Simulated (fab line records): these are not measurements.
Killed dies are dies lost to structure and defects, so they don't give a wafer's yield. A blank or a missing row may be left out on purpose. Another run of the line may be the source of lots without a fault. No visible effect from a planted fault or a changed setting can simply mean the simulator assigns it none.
The same fault as seen by 2 desks    flow sky130    every desk sees just its own numbers, and what lay behind them comes last

## FROM THE METROLOGY DESK
What the gauges read for every lot (on any tool): the sampled wafers with a number, averaged. The brackets show how far a lot's mean lies from the usual mean; more than 4 standard deviations puts the lot out of limits, marked OUT.
Columns: A = VT_ADJUST_NCORE_TW at SKY_VT_ADJUST_NCORE_TW_MEAS_11, usual 216.0; B = VT_ADJUST_HVTR_TW at SKY_VT_ADJUST_HVTR_TW_MEAS_11, usual 208.8; C = VT_ADJUST_PCH_TW at SKY_VT_ADJUST_PCH_TW_MEAS_10, usual 142.0; D = SONOS_TUNNEL_TW at SKY_SONOS_TUNNEL_TW_MEAS_12, usual 194.9
lot   first seen here  A      B      C      D
L229  day 8 23:53      216.1  212.2  140.8  193.3
L230  day 9 18:43      216.7  214.0  141.3  198.2
L231  day 10 03:55     216.6  206.7  142.3  196.3
L233  day 10 14:47     216.9  207.7  146.0  191.8
L236  day 11 05:49     214.8  205.3  141.4  195.4
L240  day 11 23:48     215.2  210.5  144.6  195.0
L241  day 12 05:30     217.8  207.9  141.3  192.2
L242  day 12 21:33     218.0  213.0  141.0  194.6
L247  day 14 01:22     212.0  208.6  139.8  193.0
L248  day 14 08:14     215.9  205.8  143.6  198.3
L250  day 14 22:34     212.2  212.4  144.0  191.8
L251  day 15 00:06     213.7  206.8  141.7  198.3
L252  day 15 06:59     216.1  207.3  141.4  198.7
Result from this desk: across the 13 lots, nothing is out of limits.

## FOR THE TOOL OWNER'S DESK: implanter-01
The tool's own readings at SKY_VT_ADJUST_PCH_IMPLANT_08: means of the sampled wafers that have a number, for each lot that ran on this tool. The brackets show how far a lot's mean lies from the usual mean; more than 4 standard deviations puts the lot out of limits, marked OUT.
Columns: A = beam_on_s at SKY_VT_ADJUST_PCH_IMPLANT_08, usual 10.00 s; B = dose_ions_cm2 at SKY_VT_ADJUST_PCH_IMPLANT_08, usual 5e+11; C = end_station_pressure_torr at SKY_VT_ADJUST_PCH_IMPLANT_08, usual 4.99e-06 Torr; D = faraday_current_uA at SKY_VT_ADJUST_PCH_IMPLANT_08, usual 2.82
lot   first seen here  A                 B      C                           D
L230  day 11 16:37     9.85              5e+11  4.91e-06                    2.86
L233  day 12 12:40     10.92 (+4.8) OUT  5e+11  6.61e-05 (+99 or more) OUT  2.50 (-5.9) OUT
L240  day 14 01:10     10.80 (+4.2) OUT  5e+11  6.71e-05 (+99 or more) OUT  2.53 (-5.3) OUT
L251  day 17 07:15     10.04             5e+11  5.28e-06                    2.81
Finding of this desk: L233, L240 out of limits; the first was L233 at day 12 12:40, on beam_on_s at SKY_VT_ADJUST_PCH_IMPLANT_08. L230, L251 stayed within limits.

## BROUGHT TOGETHER
On L233, L240, at day 12 12:40, an alarm was possible from the tool owner's desk.
At the metrology desk, nothing out of limits was observed.
The metrology desk has L233, L240 on record, within its limits.
On implanter-01, each named lot ran SKY_VT_ADJUST_PCH_IMPLANT_08.

## WHAT THE SIMULATOR HAD INSERTED
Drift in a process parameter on implanter-01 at SKY_VT_ADJUST_PCH_IMPLANT_08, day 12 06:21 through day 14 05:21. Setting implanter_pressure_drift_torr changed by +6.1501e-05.
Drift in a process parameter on implanter-01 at SKY_VT_ADJUST_PCH_IMPLANT_08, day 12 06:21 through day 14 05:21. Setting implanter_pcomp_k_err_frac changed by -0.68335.
Lots struck among those shown: L233, L240.
How many hours passed from the start of the fault until each desk's first out-of-limits reading: the tool owner's desk, 6.
